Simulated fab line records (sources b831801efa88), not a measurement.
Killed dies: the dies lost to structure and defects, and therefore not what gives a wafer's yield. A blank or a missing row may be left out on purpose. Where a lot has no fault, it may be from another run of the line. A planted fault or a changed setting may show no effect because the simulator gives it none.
fab line records    flow sky130
record: lots: 7  wafers: 21  last_day: 50
route steps=708 shown SD_P@327 RES_XHIGH@332 SD_N@343 PAD_OPEN@708
lots that met no fault: from a run of the same line without faults
start_h: the number of hours between the record's first day and the start of the first shown wafer of the lot    wait_h: time in hours since the lot's previous step    " as in the row above    L1.1+2: a row that stands for several wafers    - value missing, or start not given    * or withheld: withheld    < > ~ a bound
route shown NAME@n: names a module that has steps shown in the file, with the first one's number in the route    usual: mean/standard deviation of fault-free wafers    same: alike in all rows    chamber/n: place in a boat    sites: each site's reading    _std_site: the values' standard deviation    _edge_site: inner sites' mean taken away from outer sites' mean    radius_mm: for every site, how far away it sits from the centre of the wafer    mask NAME#n: copy n    behind: the last tool/chamber to shape the wafer    hold: why the lot went on hold/how many hours it stayed there/how the hold came to an end    device: names the non-switching transistor (n, p or np)    end of line: at the end of the route, the tests of the same wafers    for a step that has no rows: nothing shown but its recipe    killed: the dies lost at the first sort to structure and to defects; this is not the yield of the wafer    map: a wafer's dies, marking killed ones x, the rest . and places with no die _
set.NAME: the setting that was run; set.NAME@STEP: the one run at that earlier step    model.NAME: the simulator's own value behind a step, which no gauge read
lots at selected steps of the route; one table per step, one row per wafer
services: from which hour (start_h, from the record's first day; less than 0 if before it) a tool's chamber was out of use, for how many hours, and why
== steps ==
step: SKY_SD_P_CD_MEAS_07
recipe: target_cd_nm: 380
usual: cd_nm: 380.1/2.6
lot.wafer  tool       chamber  start_h  wait_h  cd_nm
L678.2     cd_sem-01  -        651.81   0.1     379.3
L678.3     "          -        "        "       375.9
L678.4     "          -        "        "       377.4
L681.2     cd_sem-01  -        684.78   0.1     384.4
L681.3     "          -        "        "       383.8
L681.6     "          -        "        "       382.4
L683.4     cd_sem-02  -        702.62   0.1     375.9
L683.5     "          -        "        "       379.0
L683.6     "          -        "        "       377.0
L684.1     cd_sem-01  -        703.46   0.1     378.6
L684.2     "          -        "        "       377.2
L684.3     "          -        "        "       378.1
L685.2     cd_sem-02  -        709.16   0.1     383.2
L685.4     "          -        "        "       381.4
L685.6     "          -        "        "       382.0
L692.3     cd_sem-02  -        763.60   0.1     380.7
L692.4     "          -        "        "       381.0
L692.6     "          -        "        "       379.4
L693.1     cd_sem-01  -        769.59   0.1     376.1
L693.4     "          -        "        "       379.6
L693.6     "          -        "        "       377.1
step: SKY_SD_P_OVL_MEAS_08
usual: SD_P_OVL: 0.3/1.3
lot.wafer  tool        chamber  start_h  wait_h  SD_P_OVL[nm]
L678.2     overlay-01  -        651.91   0.1     1.4
L678.3     "           -        "        "       -1.8
L678.4     "           -        "        "       1.2
L681.2     overlay-02  -        684.88   0.1     0.2
L681.3     "           -        "        "       -1.3
L681.6     "           -        "        "       2.0
L683.4     overlay-01  -        702.70   0.1     2.0
L683.5     "           -        "        "       1.9
L683.6     "           -        "        "       2.5
L684.1     overlay-02  -        703.58   0.1     0.8
L684.2     "           -        "        "       1.8
L684.3     "           -        "        "       4.1
L685.2     overlay-01  -        709.26   0.1     -0.2
L685.4     "           -        "        "       0.6
L685.6     "           -        "        "       1.4
L692.3     overlay-02  -        763.69   0.1     0.3
L692.4     "           -        "        "       -0.3
L692.6     "           -        "        "       0.3
L693.1     overlay-02  -        769.71   0.1     0.3
L693.4     "           -        "        "       -1.7
L693.6     "           -        "        "       -1.8
step: SKY_SD_P_IMPLANT_09
recipe: species: BF2  energy_kev: 20  dose_cm2: 3e+15  tilt_deg: 0
step: SKY_SD_P_STRIP_10
recipe: chemistry: O2/N2  power_w: 1400  pressure_mtorr: 1500  platen_temp_c: withheld  o2_flow_sccm: 3000  n2_flow_sccm: 300  overash_fraction: 0.5
usual: drypump_motor_current_A: 5.7/0.59  oes_product_au: 0.617/0.0049  strip_time_to_endpoint_s: 17.51/0.037
lot.wafer  tool             chamber  start_h  wait_h  drypump_motor_current_A  oes_product_au  rf_hours_counter_h  strip_time_to_endpoint_s
L678.2     plasma_asher-04  0        652.09   0.1     6.1                      0.617           86                  17.53
L678.3     "                1        "        "       5.2                      0.628           -                   17.56
L678.4     "                0        "        "       6.1                      0.623           -                   17.55
L681.2     plasma_asher-03  1        685.06   0.1     6.6                      0.613           54                  17.46
L681.3     "                0        "        "       5.2                      0.620           -                   17.55
L681.6     "                1        "        "       6.5                      0.612           -                   17.60
L683.4     plasma_asher-03  1        702.90   0.1     6.5                      0.620           -                   17.48
L683.5     "                1        "        "       6.5                      0.615           -                   17.50
L683.6     "                0        "        "       5.2                      0.618           -                   17.52
L684.1     plasma_asher-04  1        703.76   0.1     5.2                      0.614           91                  17.57
L684.2     "                0        "        "       6.1                      0.618           91                  17.57
L684.3     "                0        "        "       6.1                      0.615           -                   17.54
L685.2     plasma_asher-02  0        709.44   0.1     6.1                      0.621           27                  17.39
L685.4     "                0        "        "       6.0                      0.615           -                   17.48
L685.6     "                0        "        "       6.0                      0.623           -                   17.44
L692.3     plasma_asher-04  0        763.90   0.1     6.2                      0.614           -                   17.53
L692.4     "                1        "        "       5.2                      0.621           -                   17.53
L692.6     "                0        "        "       6.1                      0.612           -                   17.56
L693.1     plasma_asher-04  0        769.89   0.1     6.1                      0.616           96                  17.53
L693.4     "                1        "        "       5.2                      0.621           -                   17.52
L693.6     "                0        "        "       6.2                      0.616           -                   17.54
step: SKY_SD_P_TW_MEAS_11
usual: SD_P_TW: 2795/20
lot.wafer  tool           chamber  start_h  wait_h  SD_P_TW
L678.2     film_metro-04  -        652.20   0.1     2810
L678.3     "              -        "        "       2794
L678.4     "              -        "        "       2799
L681.2     film_metro-04  -        685.17   0.1     2810
L681.3     "              -        "        "       2818
L681.6     "              -        "        "       2810
L683.4     film_metro-02  -        702.99   0.1     2807
L683.5     "              -        "        "       2824
L683.6     "              -        "        "       2826
L684.1     film_metro-03  -        703.86   0.1     2775
L684.2     "              -        "        "       2782
L684.3     "              -        "        "       2793
L685.2     film_metro-02  -        709.55   0.1     2825
L685.4     "              -        "        "       2835
L685.6     "              -        "        "       2822
L692.3     film_metro-03  -        763.98   0.1     2755
L692.4     "              -        "        "       2786
L692.6     "              -        "        "       2783
L693.1     film_metro-02  -        769.99   0.1     2804
L693.4     "              -        "        "       2796
L693.6     "              -        "        "       2797
step: SKY_RES_XHIGH_DEHYDRATE_00
recipe: temp_c: 200  time_s: 60
step: SKY_RES_XHIGH_HMDS_01
recipe: prime_time_s: 60  prime_temp_c: 120
step: SKY_RES_XHIGH_COAT_02
recipe: resist: NOVOLAK  spin_rpm: 3000  resist_thk_nm: 1140
step: SKY_RES_XHIGH_SOFTBAKE_03
recipe: temp_c: 90  time_s: 60  resist: NOVOLAK
step: SKY_RES_XHIGH_EXPOSE_04
recipe: mask_id: URPM  na: 0.6  source_shape: conventional  sigma_outer: 0.6  polarization: unpolarized  target_cd_nm: 1270  dose_mj: 140
step: SKY_RES_XHIGH_PEB_05
recipe: temp_c: withheld  time_s: *  resist: NOVOLAK
step: SKY_RES_XHIGH_DEVELOP_06
recipe: resist: NOVOLAK  developer: TMAH  develop_time_s: 60  dev_temp_c: 23
step: SKY_RES_XHIGH_IMPLANT_07
recipe: species: BF2  energy_kev: 20  dose_cm2: 3.6e+14  tilt_deg: 0
usual: beam_energy_keV: 20.000/0.0068  dose_ions_cm2: 3.6e+14/4e+11
same: implant_ion_amu: 49
lot.wafer  tool          chamber  start_h  wait_h  beam_energy_keV  dose_ions_cm2
L678.2     implanter-01  0        679.43   0.1     19.987           3.602e+14
L678.3     "             0        "        "       19.997           3.602e+14
L678.4     "             0        "        "       19.988           3.605e+14
L681.2     implanter-03  0        712.90   0.1     20.010           3.592e+14
L681.3     "             0        "        "       20.002           3.596e+14
L681.6     "             0        "        "       19.998           3.597e+14
L683.4     implanter-01  0        731.08   0.1     20.007           3.044e+14
L683.5     "             0        "        "       19.997           3.05e+14
L683.6     "             0        "        "       20.003           3.05e+14
L684.1     implanter-01  0        731.74   0.1     19.998           3.052e+14
L684.2     "             0        "        "       20.007           3.045e+14
L684.3     "             0        "        "       20.000           3.052e+14
L685.2     implanter-01  0        735.40   0.1     20.012           3.047e+14
L685.4     "             0        "        "       20.010           3.044e+14
L685.6     "             0        "        "       20.012           3.049e+14
L692.3     implanter-03  0        790.89   0.1     20.000           3.595e+14
L692.4     "             0        "        "       20.001           3.601e+14
L692.6     "             0        "        "       19.989           3.597e+14
L693.1     implanter-03  0        796.46   0.1     19.995           3.595e+14
L693.4     "             0        "        "       19.999           3.6e+14
L693.6     "             0        "        "       19.996           3.59e+14
step: SKY_RES_XHIGH_STRIP_08
recipe: chemistry: O2/N2  power_w: 1400  pressure_mtorr: 1500  platen_temp_c: withheld  o2_flow_sccm: 3000  n2_flow_sccm: 300  overash_fraction: 0.5
usual: drypump_motor_current_A: 5.8/0.59  oes_product_au: 0.711/0.0048  strip_time_to_endpoint_s: 14.29/0.034
lot.wafer  tool             chamber  start_h  wait_h  drypump_motor_current_A  oes_product_au  rf_hours_counter_h  strip_time_to_endpoint_s
L678.2     plasma_asher-01  0        679.56   0.1     5.3                      0.710           98                  14.26
L678.3     "                1        "        "       6.6                      0.709           -                   14.29
L678.4     "                0        "        "       5.3                      0.716           -                   14.27
L681.2     plasma_asher-02  0        713.03   0.1     6.1                      0.720           28                  14.28
L681.3     "                1        "        "       5.1                      0.707           -                   14.27
L681.6     "                1        "        "       5.1                      0.712           -                   14.26
L683.4     plasma_asher-02  0        731.19   0.1     6.0                      0.714           -                   14.15
L683.5     "                1        "        "       5.2                      0.720           -                   14.15
L683.6     "                0        "        "       6.1                      0.718           -                   14.17
L684.1     plasma_asher-01  0        731.89   0.1     5.3                      0.709           103                 14.21
L684.2     "                1        "        "       6.6                      0.716           103                 14.22
L684.3     "                1        "        "       6.6                      0.717           -                   14.20
L685.2     plasma_asher-02  0        735.53   0.1     6.1                      0.709           31                  14.23
L685.4     "                1        "        "       5.2                      0.708           -                   14.24
L685.6     "                1        "        "       5.1                      0.720           -                   14.25
L692.3     plasma_asher-01  1        791.02   0.1     6.6                      0.710           -                   14.26
L692.4     "                0        "        "       5.3                      0.709           -                   14.24
L692.6     "                0        "        "       5.3                      0.711           -                   14.29
L693.1     plasma_asher-03  0        796.61   0.1     5.2                      0.712           66                  14.21
L693.4     "                0        "        "       5.2                      0.717           -                   14.25
L693.6     "                1        "        "       6.6                      0.714           -                   14.25
step: SKY_RES_XHIGH_TW_MEAS_09
usual: RES_XHIGH_TW: 1624/9.5
lot.wafer  tool           chamber  start_h  wait_h  hold                      RES_XHIGH_TW
L678.2     film_metro-02  -        679.67   0.1     -                         1620
L678.3     "              -        "        "       -                         1624
L678.4     "              -        "        "       -                         1628
L681.2     film_metro-04  -        713.14   0.1     -                         1638
L681.3     "              -        "        "       -                         1633
L681.6     "              -        "        "       -                         1631
L683.4     film_metro-04  -        731.28   0.1     await_dispo/0.2h/release  1539
L683.5     "              -        "        "       await_dispo/0.2h/release  1546
L683.6     "              -        "        "       await_dispo/0.2h/release  1554
L683.4     film_metro-04  -        731.51   0.2     -                         1540
L683.5     "              -        "        "       -                         1548
L683.6     "              -        "        "       -                         1548
L684.1     film_metro-04  -        731.99   0.1     await_dispo/0.2h/release  1548
L684.2     "              -        "        "       await_dispo/0.2h/release  1558
L684.3     "              -        "        "       await_dispo/0.2h/release  1559
L684.1     film_metro-04  -        732.21   0.2     -                         1551
L684.2     "              -        "        "       -                         1548
L684.3     "              -        "        "       -                         1548
L685.2     film_metro-03  -        735.64   0.1     await_dispo/0.2h/release  1530
L685.4     "              -        "        "       await_dispo/0.2h/release  1539
L685.6     "              -        "        "       await_dispo/0.2h/release  1537
L685.2     film_metro-03  -        735.86   0.2     -                         1547
L685.4     "              -        "        "       -                         1544
L685.6     "              -        "        "       -                         1537
L692.3     film_metro-04  -        791.11   0.1     -                         1628
L692.4     "              -        "        "       -                         1629
L692.6     "              -        "        "       -                         1634
L693.1     film_metro-02  -        796.71   0.1     -                         1631
L693.4     "              -        "        "       -                         1627
L693.6     "              -        "        "       -                         1635
step: SKY_SD_N_HMDS_01
recipe: prime_time_s: 60  prime_temp_c: 120
step: SKY_SD_N_COAT_02
recipe: resist: NOVOLAK  spin_rpm: 3000  resist_thk_nm: 1140
step: SKY_SD_N_SOFTBAKE_03
recipe: temp_c: 90  time_s: 60  resist: NOVOLAK
step: SKY_SD_N_EXPOSE_04
recipe: mask_id: NSDM  na: 0.6  source_shape: conventional  sigma_outer: 0.6  polarization: unpolarized  target_cd_nm: 380  dose_mj: 141
step: SKY_SD_N_PEB_05
recipe: temp_c: withheld  time_s: *  resist: NOVOLAK
step: SKY_SD_N_DEVELOP_06
recipe: resist: NOVOLAK  developer: TMAH  develop_time_s: 60  dev_temp_c: 23
step: SKY_SD_N_CD_MEAS_07
recipe: target_cd_nm: 380
usual: cd_nm: 380.3/2.6
lot.wafer  tool       chamber  start_h  wait_h  cd_nm
L678.2     cd_sem-01  -        706.03   0.1     381.3
L678.3     "          -        "        "       380.5
L678.4     "          -        "        "       379.4
L681.2     cd_sem-01  -        741.23   0.1     381.5
L681.3     "          -        "        "       386.3
L681.6     "          -        "        "       380.8
L683.4     cd_sem-01  -        758.44   0.1     379.1
L683.5     "          -        "        "       378.4
L683.6     "          -        "        "       376.5
L684.1     cd_sem-02  -        759.46   0.1     378.1
L684.2     "          -        "        "       373.7
L684.3     "          -        "        "       375.9
L685.2     cd_sem-01  -        762.93   0.1     381.7
L685.4     "          -        "        "       378.3
L685.6     "          -        "        "       382.3
L692.3     cd_sem-01  -        816.45   0.1     381.6
L692.4     "          -        "        "       379.4
L692.6     "          -        "        "       380.2
L693.1     cd_sem-01  -        822.41   0.1     378.9
L693.4     "          -        "        "       377.7
L693.6     "          -        "        "       377.3
step: SKY_SD_N_OVL_MEAS_08
usual: SD_N_OVL: -0.4/1.4
lot.wafer  tool        chamber  start_h  wait_h  SD_N_OVL[nm]
L678.2     overlay-01  -        706.13   0.1     -2.4
L678.3     "           -        "        "       0.1
L678.4     "           -        "        "       0.7
L681.2     overlay-01  -        741.33   0.1     -1.1
L681.3     "           -        "        "       -1.2
L681.6     "           -        "        "       -1.4
L683.4     overlay-01  -        758.51   0.1     -0.3
L683.5     "           -        "        "       1.5
L683.6     "           -        "        "       0.0
L684.1     overlay-01  -        759.58   0.1     1.1
L684.2     "           -        "        "       0.2
L684.3     "           -        "        "       1.3
L685.2     overlay-01  -        763.03   0.1     0.5
L685.4     "           -        "        "       1.1
L685.6     "           -        "        "       -0.2
L692.3     overlay-01  -        816.54   0.1     -0.6
L692.4     "           -        "        "       -2.4
L692.6     "           -        "        "       -0.6
L693.1     overlay-02  -        822.53   0.1     1.5
L693.4     "           -        "        "       0.6
L693.6     "           -        "        "       0.3
step: SKY_SD_N_IMPLANT_09
recipe: species: As  energy_kev: 50  dose_cm2: 4e+15  tilt_deg: 0
step: SKY_SD_N_IMPLANT_10
recipe: species: P  energy_kev: 20  dose_cm2: 1e+14  tilt_deg: 0
step: SKY_SD_N_STRIP_11
recipe: chemistry: O2/N2  power_w: 1400  pressure_mtorr: 1500  platen_temp_c: withheld  o2_flow_sccm: 3000  n2_flow_sccm: 300  overash_fraction: 0.5
usual: drypump_motor_current_A: 5.8/0.61  oes_product_au: 0.528/0.0048  strip_time_to_endpoint_s: 22.55/0.039
lot.wafer  tool             chamber  start_h  wait_h  drypump_motor_current_A  oes_product_au  rf_hours_counter_h  strip_time_to_endpoint_s
L678.2     plasma_asher-01  1        706.46   0.1     6.6                      0.531           100                 22.60
L678.3     "                0        "        "       5.3                      0.531           -                   22.58
L678.4     "                1        "        "       6.6                      0.540           -                   22.61
L681.2     plasma_asher-03  1        741.66   0.1     6.6                      0.537           60                  22.65
L681.3     "                0        "        "       5.2                      0.521           -                   22.55
L681.6     "                1        "        "       6.6                      0.525           -                   22.63
L683.4     plasma_asher-03  0        758.87   0.1     5.2                      0.526           -                   22.48
L683.5     "                1        "        "       6.6                      0.525           -                   22.45
L683.6     "                0        "        "       5.2                      0.529           -                   22.51
L684.1     plasma_asher-01  1        759.91   0.1     6.6                      0.529           2                   22.52
L684.2     "                0        "        "       5.3                      0.534           2                   22.58
L684.3     "                1        "        "       6.7                      0.532           -                   22.55
L685.2     plasma_asher-04  0        763.36   0.1     6.2                      0.533           96                  22.50
L685.4     "                0        "        "       6.1                      0.524           -                   22.52
L685.6     "                0        "        "       6.1                      0.519           -                   22.51
L692.3     plasma_asher-04  0        816.90   0.1     6.1                      0.518           -                   22.50
L692.4     "                1        "        "       5.2                      0.528           -                   22.55
L692.6     "                0        "        "       6.1                      0.530           -                   22.53
L693.1     plasma_asher-03  0        822.86   0.1     5.2                      0.524           68                  22.52
L693.4     "                1        "        "       6.6                      0.531           -                   22.51
L693.6     "                0        "        "       5.2                      0.526           -                   22.54
step: SKY_SD_N_TW_MEAS_12
usual: SD_N_TW: 3951/20
lot.wafer  tool           chamber  start_h  wait_h  SD_N_TW
L678.2     film_metro-04  -        706.57   0.1     3979
L678.3     "              -        "        "       3971
L678.4     "              -        "        "       3984
L681.2     film_metro-04  -        741.77   0.1     3959
L681.3     "              -        "        "       3942
L681.6     "              -        "        "       3952
L683.4     film_metro-03  -        758.96   0.1     3923
L683.5     "              -        "        "       3919
L683.6     "              -        "        "       3954
L684.1     film_metro-04  -        760.01   0.1     3941
L684.2     "              -        "        "       3959
L684.3     "              -        "        "       3952
L685.2     film_metro-02  -        763.47   0.1     3953
L685.4     "              -        "        "       3959
L685.6     "              -        "        "       3953
L692.3     film_metro-03  -        816.98   0.1     3918
L692.4     "              -        "        "       3926
L692.6     "              -        "        "       3933
L693.1     film_metro-02  -        822.96   0.1     3978
L693.4     "              -        "        "       3986
L693.6     "              -        "        "       3971
step: SKY_SD_N_CLEAN_13
recipe: chemistry: SC1/SC2  mix: 1:4:20  temp_c: 70  time_s: 150  dry: n2_spin
step: SKY_SD_N_RTA_14
recipe: temp_c: 1075  time_s: 2  idle_temp_c: 650  ramp_up_c_per_s: 150  ramp_down_c_per_s: 90  ambient: N2
usual: lamp_power_pct: 15.73/0.051  wafer_temp_C_max: 1078.0/1.2
lot.wafer  tool           chamber  start_h  wait_h  lamp_power_pct  wafer_temp_C_max
L678.2     rtp_anneal-02  0        706.68   0.0     15.70           1079.2
L678.3     "              0        "        "       15.76           1077.3
L678.4     "              0        "        "       15.69           1075.9
L681.2     rtp_anneal-01  0        741.88   0.0     15.64           1077.6
L681.3     "              0        "        "       15.80           1079.1
L681.6     "              0        "        "       15.69           1077.5
L683.4     rtp_anneal-01  0        759.07   0.0     15.73           1079.1
L683.5     "              0        "        "       15.68           1078.1
L683.6     "              0        "        "       15.74           1077.7
L684.1     rtp_anneal-02  0        760.12   0.0     15.75           1079.2
L684.2     "              0        "        "       15.63           1078.8
L684.3     "              0        "        "       15.67           1080.2
L685.2     rtp_anneal-01  0        763.58   0.0     15.76           1078.0
L685.4     "              0        "        "       15.74           1077.5
L685.6     "              0        "        "       15.73           1078.4
L692.3     rtp_anneal-02  0        817.09   0.0     15.75           1080.7
L692.4     "              0        "        "       15.71           1077.8
L692.6     "              0        "        "       15.72           1076.6
L693.1     rtp_anneal-01  0        823.08   0.0     15.66           1075.0
L693.4     "              0        "        "       15.73           1079.4
L693.6     "              0        "        "       15.77           1076.7
step: SKY_SD_N_RS_MEAS_16
recipe: thk_meas_gauge: four-point-probe
usual: SD_N_RS: 68.51/0.12
lot.wafer  tool           chamber  start_h  wait_h  SD_N_RS[ohm/sq]
L678.2     film_metro-02  -        706.86   0.1     68.46
L678.3     "              -        "        "       68.43
L678.4     "              -        "        "       68.59
L681.2     film_metro-03  -        742.07   0.1     68.49
L681.3     "              -        "        "       68.68
L681.6     "              -        "        "       68.29
L683.4     film_metro-02  -        759.28   0.1     68.34
L683.5     "              -        "        "       68.70
L683.6     "              -        "        "       68.50
L684.1     film_metro-03  -        760.30   0.1     68.38
L684.2     "              -        "        "       68.29
L684.3     "              -        "        "       68.25
L685.2     film_metro-02  -        763.77   0.1     68.60
L685.4     "              -        "        "       68.53
L685.6     "              -        "        "       68.50
L692.3     film_metro-02  -        817.29   0.1     68.55
L692.4     "              -        "        "       68.45
L692.6     "              -        "        "       68.56
L693.1     film_metro-04  -        823.25   0.1     68.55
L693.4     "              -        "        "       68.52
L693.6     "              -        "        "       68.64
step: SKY_SD_N_RS_MEAS_17
recipe: thk_meas_gauge: four-point-probe
usual: SD_P_RS: 147.0/0.39
lot.wafer  tool           chamber  start_h  wait_h  SD_P_RS[ohm/sq]
L678.2     film_metro-02  -        706.98   0.1     147.3
L678.3     "              -        "        "       147.0
L678.4     "              -        "        "       147.5
L681.2     film_metro-03  -        742.19   0.1     147.3
L681.3     "              -        "        "       147.4
L681.6     "              -        "        "       147.0
L683.4     film_metro-02  -        759.40   0.1     147.4
L683.5     "              -        "        "       147.3
L683.6     "              -        "        "       147.3
L684.1     film_metro-03  -        760.42   0.1     146.4
L684.2     "              -        "        "       146.4
L684.3     "              -        "        "       146.4
L685.2     film_metro-02  -        763.89   0.1     146.9
L685.4     "              -        "        "       147.0
L685.6     "              -        "        "       146.4
L692.3     film_metro-02  -        817.41   0.1     147.1
L692.4     "              -        "        "       146.6
L692.6     "              -        "        "       146.9
L693.1     film_metro-04  -        823.37   0.1     147.0
L693.4     "              -        "        "       147.0
L693.6     "              -        "        "       147.2
step: SKY_SD_N_RS_MEAS_18
recipe: thk_meas_gauge: four-point-probe
usual: RES_XHIGH_RS: 332.9/0.96
lot.wafer  tool           chamber  start_h  wait_h  hold                      RES_XHIGH_RS[ohm/sq]
L678.2     film_metro-02  -        707.10   0.1     -                         332.5
L678.3     "              -        "        "       -                         332.7
L678.4     "              -        "        "       -                         333.1
L681.2     film_metro-03  -        742.31   0.1     -                         334.1
L681.3     "              -        "        "       -                         333.8
L681.6     "              -        "        "       -                         334.4
L683.4     film_metro-02  -        759.52   0.1     await_dispo/0.2h/release  378.4
L683.5     "              -        "        "       await_dispo/0.2h/release  378.1
L683.6     "              -        "        "       await_dispo/0.2h/release  380.1
L683.4     film_metro-02  -        759.80   0.3     -                         378.6
L683.5     "              -        "        "       -                         377.5
L683.6     "              -        "        "       -                         378.4
L684.1     film_metro-03  -        760.54   0.1     await_dispo/0.2h/release  378.4
L684.2     "              -        "        "       await_dispo/0.2h/release  377.9
L684.3     "              -        "        "       await_dispo/0.2h/release  378.8
L684.1     film_metro-03  -        760.82   0.3     -                         378.9
L684.2     "              -        "        "       -                         378.1
L684.3     "              -        "        "       -                         378.5
L685.2     film_metro-02  -        764.01   0.1     await_dispo/0.2h/release  377.7
L685.4     "              -        "        "       await_dispo/0.2h/release  378.6
L685.6     "              -        "        "       await_dispo/0.2h/release  379.7
L685.2     film_metro-02  -        764.41   0.4     -                         377.9
L685.4     "              -        "        "       -                         378.7
L685.6     "              -        "        "       -                         379.0
L692.3     film_metro-02  -        817.53   0.1     -                         331.9
L692.4     "              -        "        "       -                         331.5
L692.6     "              -        "        "       -                         331.2
L693.1     film_metro-04  -        823.49   0.1     -                         333.6
L693.4     "              -        "        "       -                         333.2
L693.6     "              -        "        "       -                         332.3
step: SKY_PAD_OPEN_PROBE_99
usual: defect_limited_yield: 82.7/2.1  killed_at_M0_to_M3: 43/7.2  killed_at_M4_up: 3.3/1.8  killed_at_contacts: 23/5.5  killed_at_front_end: 16/5.1  killed_at_other: 0.4/0.65  killed_dies: 85/10  killed_open: 46/7.1  killed_short: 38/7.2  sort_bin_3_pad_short: 0.9/0.41  sort_bin_5_function: 10.2/1.5  sort_bin_6_memory: 6.2/1.1  sort_n_pass: 407/10  sort_yield_pct: 82.7/2.1
same: gross_dies: 492  killed_at_back_side: 0  sort_bin_4_leakage[%]: 0  sort_bin_8_speed[%]: 0
lot.wafer  tool       chamber  start_h  wait_h  defect_limited_yield[%]  killed_at_M0_to_M3  killed_at_M4_up  killed_at_contacts  killed_at_front_end  killed_at_other  killed_dies  killed_open  killed_short  sort_bin_3_pad_short[%]  sort_bin_5_function[%]  sort_bin_6_memory[%]  sort_n_pass  sort_yield_pct[%]
L693.1     prober-02  -        1193.13  0.1     80.3                     47                  2                19                  29                   0                97           47           49            0.6                      11.0                    8.1                   395          80.3
L693.4     prober-02  -        1193.28  0.2     83.5                     42                  3                25                  11                   0                81           44           37            0.4                      9.8                     6.3                   411          83.5
L693.6     prober-02  -        1193.38  0.2     87.0                     37                  1                16                  10                   0                64           38           25            0.4                      7.3                     5.3                   428          87.0
killed by level:class
L693.1 FIELD_ISO:geometric_particle:short=10 METAL1:geometric_particle:short=8 FIELD_ISO:geometric_particle:open=7 CONTACT:geometric_particle:open=7 VIA1:geometric_particle:open=7 VIA2:geometric_particle:open=6 LOCAL_INTERCONNECT:geometric_particle:short=5 VIA1:geometric_particle:short=5
L693.4 CONTACT:geometric_particle:open=7 LI_CONTACT:geometric_particle:open=7 VIA1:geometric_particle:open=7 VIA2:geometric_particle:open=6 VIA3:geometric_particle:open=5 LOCAL_INTERCONNECT:geometric_particle:short=5 VIA3:geometric_particle:short=5 METAL1:geometric_particle:short=5
L693.6 VIA1:geometric_particle:open=11 CONTACT:geometric_particle:open=8 METAL1:geometric_particle:short=7 VIA2:geometric_particle:short=5 VIA2:geometric_particle:open=4 POLY_GATE:geometric_particle:open=3 LOCAL_INTERCONNECT:geometric_particle:short=3 CONTACT:geometric_particle:short=3
== services ==
tool             chamber  start_h  hours  kind
plasma_asher-01  -        630.91   2.2    repair
implanter-01     -        640.85   3.8    repair
implanter-03     -        668.08   12.9   pm
implanter-01     -        669.74   2.0    repair
implanter-03     -        689.00   3.7    repair
plasma_asher-01  -        697.30   2.8    pm
plasma_asher-04  -        714.39   14.6   pm
implanter-01     -        714.55   3.3    repair
plasma_asher-01  -        733.75   9.0    pm
plasma_asher-01  0        733.75   9.0    vent_cycle
plasma_asher-01  1        733.75   9.0    vent_cycle
plasma_asher-01  0        742.75   -      clean
plasma_asher-01  1        742.75   -      clean
implanter-03     -        744.39   2.9    repair
plasma_asher-01  -        772.12   1.7    repair
implanter-03     -        776.48   4.7    pm
plasma_asher-01  -        784.90   2.1    repair
plasma_asher-04  -        793.98   1.0    repair
== key ==
first_sign: step: SKY_RES_XHIGH_IMPLANT_07  reading: dose_ions_cm2  direction: down  sigmas: 99+  usual: *  struck: *
effect: step: SKY_RES_XHIGH_STRIP_08  reading: strip_time_to_endpoint_s  direction: down  sigmas: 2.5  usual: *  struck: *
effect: step: SKY_RES_XHIGH_TW_MEAS_09  reading: visit  direction: added
effect: step: SKY_RES_XHIGH_TW_MEAS_09  reading: RES_XHIGH_TW  direction: down  sigmas: 8.3  usual: 1624  struck: 1546
effect: step: SKY_SD_N_RS_MEAS_18  reading: visit  direction: added
effect: step: SKY_SD_N_RS_MEAS_18  reading: RES_XHIGH_RS  direction: up  sigmas: 48  usual: 332.9  struck: 378.6
met_at SKY_RES_XHIGH_IMPLANT_07
struck_wafers L683.4,L683.5,L683.6,L684.1,L684.2,L684.3,L685.2,L685.4,L685.6
scrapped_behind SKY_SD_N_RS_MEAS_18 L683.4,L683.5,L683.6,L684.1,L684.2,L684.3,L685.2,L685.4,L685.6
onset_between 679.43 731.08
fault: kind: process_parameter_drift  tool: implanter-01  chamber: -  onset_h: 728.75  steps: SKY_RES_XHIGH_IMPLANT_07  channel: dose_cm2  offset: *  shape: step  end_h: 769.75  acts_in: *  stated: *
